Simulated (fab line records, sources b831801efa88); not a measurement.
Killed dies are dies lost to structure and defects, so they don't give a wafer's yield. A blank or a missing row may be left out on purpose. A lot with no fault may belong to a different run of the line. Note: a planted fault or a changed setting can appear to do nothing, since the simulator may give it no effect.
Struck lot and sound lot, side by side :: flow sky130 :: 28 out of 708 route steps
Sound: these wafers, L472.1, L472.3, L472.4. Struck: wafers L485.2, L485.3. (L485.1 of the same lot was not struck and is left out.) The cause comes at the end.
Each step with rows lists, per side, the tool, then ch with its chambers, then its first start. Under that, the readings that differ: sound wafers :: struck wafers :: difference of the means :: sigmas: that difference in standard deviations of wafers without a fault.
alike: readings with means less than 2 such deviations apart, plus words and numbers identical on both sides. not compared: withheld readings, readings lacking a value on some wafer, bounds such as >300 that could conceal the same value, and numbers that have no deviation in the record and whose values overlap.
The two part at a step that has a row with sigmas, a row that says differs or no value, or rows on one side only. Non-overlapping numbers with no deviation appear without sigmas and do not part them. Lack of a reading on every wafer of one side parts them only where that side has two or more wafers.

SKY_VIA4_ETCH_12: etches SiO2 in C4F8/O2/Ar, stops on TiN, target depth 580 nm.
  sound on rie-diel-04 ch 0,2,3, day 45 06:25; struck on rie-diel-04 ch 2,3, day 48 06:34
  alike: oes-product-au
SKY_VIA4_STRIP_13: strips in O2/N2.
  sound on plasma-asher-02 ch 0,1, day 45 06:29; struck on plasma-asher-03 ch 0, day 48 06:38
reading: drypump-motor-current-A (A)
sound: 6.5 5.7 6.6
struck: 5.4 5.4
difference: -0.9
sigmas: -2
  alike: oes-product-au, strip-time-to-endpoint-s
  not compared: rf-hours-counter-h
then, 4 steps without rows for these wafers: SKY_VIA4_STRIP_14 (strips in post etch residue remover, time 1200 s); SKY_VIA4_CLEAN_15 (cleans in IPA, time 180 s); SKY_VIA4_CLEAN_16 (cleans in O3/DIW); SKY_VIA4_SPUTTER_17 (material TiN, target thk 20 nm, time 80 s).
SKY_VIA4_CVD_18: deposits W, target thk 505 nm, time 152.14 s.
  sound on cvd-w-01 ch 0,1, day 45 07:11; struck on cvd-w-01 ch 0,1, day 48 07:18
  alike: chamber-pressure-Torr, heater-power-w
SKY_VIA4_RS_MEAS_19: uses a four-point probe to measure.
  struck on film-metro-01, day 48 07:27; sound on film-metro-01, day 45 07:20
  alike: VIA4_W_RS
SKY_VIA4_THK_MEAS_20: measures by xrf.
  struck on film-metro-01, day 48 07:34; sound on film-metro-01, day 45 07:27
  alike: VIA4_W_THK
SKY_VIA4_CMP_21: polishes, stops on SiO2, t overpolish 25 s, target thk 0 nm.
  sound on cmp-01 ch 0,1,3, day 45 07:48; struck on cmp-01 ch 1,3, day 48 07:55
  alike: motor-current-A, overpolish-run-s, time-to-endpoint-s
then, 2 steps without rows for these wafers: SKY_METAL5_SPUTTER_00 (material Ti, target thk 15 nm, time 10 s); SKY_METAL5_SPUTTER_01 (material TiN, target thk 20 nm, time 16.7 s).
SKY_METAL5_SPUTTER_02: material AlCu, target thk 1150 nm, time 61.2 s.
  struck on pvd-sputter-01, day 48 08:16; sound on pvd-sputter-01, day 45 08:08
reading: model.AlCu_of_METAL5_SPUTTER_02.thk-nm (nm)
sound: 1147 1151 1161
struck: 1387 1380
difference: +230
sigmas: 
  alike: throttle-valve-pct
then, 1 step without rows for these wafers: SKY_METAL5_SPUTTER_03 (material Ti, target thk 5 nm, time 3.3 s).
SKY_METAL5_SPUTTER_04: material TiN, target thk 70 nm, time 58.3 s.
  struck on pvd-sputter-01, day 48 08:20; sound on pvd-sputter-01, day 45 08:13
  alike: throttle-valve-pct
SKY_METAL5_RS_MEAS_05: uses a four-point probe to measure.
  struck on film-metro-01, day 48 08:23; sound on film-metro-01, day 45 08:16
reading: METAL5_ALCU_RS (ohm/sq)
sound: 0.02713 0.02705 0.02677
struck: 0.02245 0.02253
difference: -0.00449
sigmas: -17
SKY_METAL5_THK_MEAS_06: measures by xrf.
  struck on film-metro-01, day 48 08:30; sound on film-metro-01, day 45 08:23
reading: METAL5_ALCU_THK (nm)
sound: 1145 1151 1164
struck: 1385 1384
difference: +231
sigmas: +19
then, 8 steps without rows for these wafers: SKY_METAL5_DEHYDRATE_07 (time 60 s); SKY_METAL5_HMDS_08 (prime time 60 s); SKY_METAL5_COAT_09 (resist thk 1800 nm); SKY_METAL5_SOFTBAKE_10 (time 60 s); SKY_METAL5_EXPOSE_11 (exposes mask MM5, target cd 1600 nm); SKY_METAL5_PEB_12; SKY_METAL5_DEVELOP_13 (develop time 60 s); SKY_METAL5_DESCUM_14 (chemistry O2, time 11 s).
SKY_METAL5_METAL_ETCH_15: etches the open film in Cl2/BCl3, stops on SiO2, target depth 1260 nm, time 252 s.
  sound on rie-metal-04 ch 0,1, day 46 05:04; struck on rie-metal-02 ch 0, day 49 02:35
reading: bcl3-flow-sccm (sccm)
sound: 30.10 30.04 30.21
struck: 29.80 29.94
difference: -0.25
sigmas: -3

reading: oes-product-au (a.u.)
sound: 0.896 0.899 0.892
struck: 0.971 0.968
difference: +0.074
sigmas: +14
  alike: drypump-motor-current-A, throttle-valve-pct
  not compared: rf-hours-counter-h
then, 1 step without rows for these wafers: SKY_METAL5_STRIP_16 (strips in O2/N2).
SKY_PAD_OPEN_PROBE_99:
  struck on prober-01, day 50 15:27; sound on prober-01, day 48 01:11
reading: model.etest.met5-comb.leak-log10-a-um
sound: -12.11 -12.11 -12.06
struck: -7.398
difference: +4.695
sigmas: 

reading: model.etest.met5.rs-ohm-sq
sound: 0.02743 0.02699 0.02733
struck: 0.02259
difference: -0.00466
sigmas: 

reading: model.etest.met5.line-ohm-um
sound: 0.01717 0.01694 0.01709
struck: 0.01416
difference: -0.00291
sigmas: 

## WHERE THEY PART
At SKY_VIA4_STRIP_13 first; at SKY_METAL5_METAL_ETCH_15 last (within this record only).

WHY: what had been put in by the simulator
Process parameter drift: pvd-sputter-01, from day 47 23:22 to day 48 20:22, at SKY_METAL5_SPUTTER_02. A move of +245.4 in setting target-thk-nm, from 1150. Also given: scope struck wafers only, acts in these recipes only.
